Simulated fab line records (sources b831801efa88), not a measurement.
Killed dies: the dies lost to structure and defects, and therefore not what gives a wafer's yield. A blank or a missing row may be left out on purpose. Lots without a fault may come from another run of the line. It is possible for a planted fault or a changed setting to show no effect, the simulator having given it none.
2 desks, one fault | flow gf180mcu | each desk holds nothing but its own numbers, with what lay behind them at the end

## TOOL OWNER'S DESK, rieMetal-01
The tool's own readings at GF_M4_METAL_ETCH_16 (etches the open film in Cl2/BCl3, stops on SiO2, target depth 750.8 nm, time 125.1 s): means of the sampled wafers that have a number, for each lot that ran on this tool. Any lot whose mean is over 4 standard deviations away from the usual mean is out of limits and marked OUT; that distance is given in the brackets.
Columns: A = drypumpMotorCurrentA at GF_M4_METAL_ETCH_16, usual 5.7 A; B = oesProductAu at GF_M4_METAL_ETCH_16, usual 0.989 a.u.; C = throttleValvePct at GF_M4_METAL_ETCH_16, usual 28.232 %
lot  | first seen here | A   | B     | C
L598 | day 24 02:28    | 6.0 | 0.996 | 28.228
L600 | day 24 21:04    | 5.6 | 0.988 | 28.233
L602 | day 25 11:17    | 5.6 | 0.982 | 28.226
L603 | day 25 20:19    | 6.0 | 0.992 | 28.234
L608 | day 27 11:41    | 6.3 | 0.986 | 28.229
L610 | day 28 00:03    | 5.6 | 0.990 | 28.227
This desk found nothing out of limits on any of the 6 lots.

## AT THE METROLOGY DESK
What the gauges read, lot by lot, whatever tool the lot ran on: means of the sampled wafers that have a number. Any lot whose mean is over 4 standard deviations away from the usual mean is out of limits and marked OUT; that distance is given in the brackets.
Columns: A = V5_W_RS at GF_V5_RS_MEAS_24, usual 0.3265 ohm/sq; B = TOP_METAL_ALCU_RS at GF_TOP_METAL_RS_MEAS_05, usual 0.0329 ohm/sq
lot  | first seen here | A      | B
L596 | day 27 08:16    | 0.3292 | 0.0328
L597 | day 27 12:05    | 0.3279 | 0.0330
L598 | day 27 20:32    | 0.3275 | 0.0324
L600 | day 28 15:14    | 0.3254 | 0.0325
L602 | day 29 02:02    | 0.3277 | 0.0333
L603 | day 29 09:46    | 0.3303 | 0.0329
L604 | day 29 17:26    | 0.3264 | 0.0326
L607 | day 30 20:05    | 0.3260 | 0.0330
L608 | day 30 21:25    | 0.3247 | 0.0330
L609 | day 31 05:10    | 0.3266 | 0.0332
L610 | day 31 09:03    | 0.3289 | 0.0329
L611 | day 31 16:12    | 0.3262 | 0.0329
L612 | day 31 22:03    | 0.3230 | 0.0325
This desk found nothing out of limits on any of the 13 lots.

## ALL TOGETHER
The tool owner's desk saw nothing out of limits.
Nothing out of limits was seen by the metrology desk.

## WHAT THE SIMULATOR HAD INSERTED
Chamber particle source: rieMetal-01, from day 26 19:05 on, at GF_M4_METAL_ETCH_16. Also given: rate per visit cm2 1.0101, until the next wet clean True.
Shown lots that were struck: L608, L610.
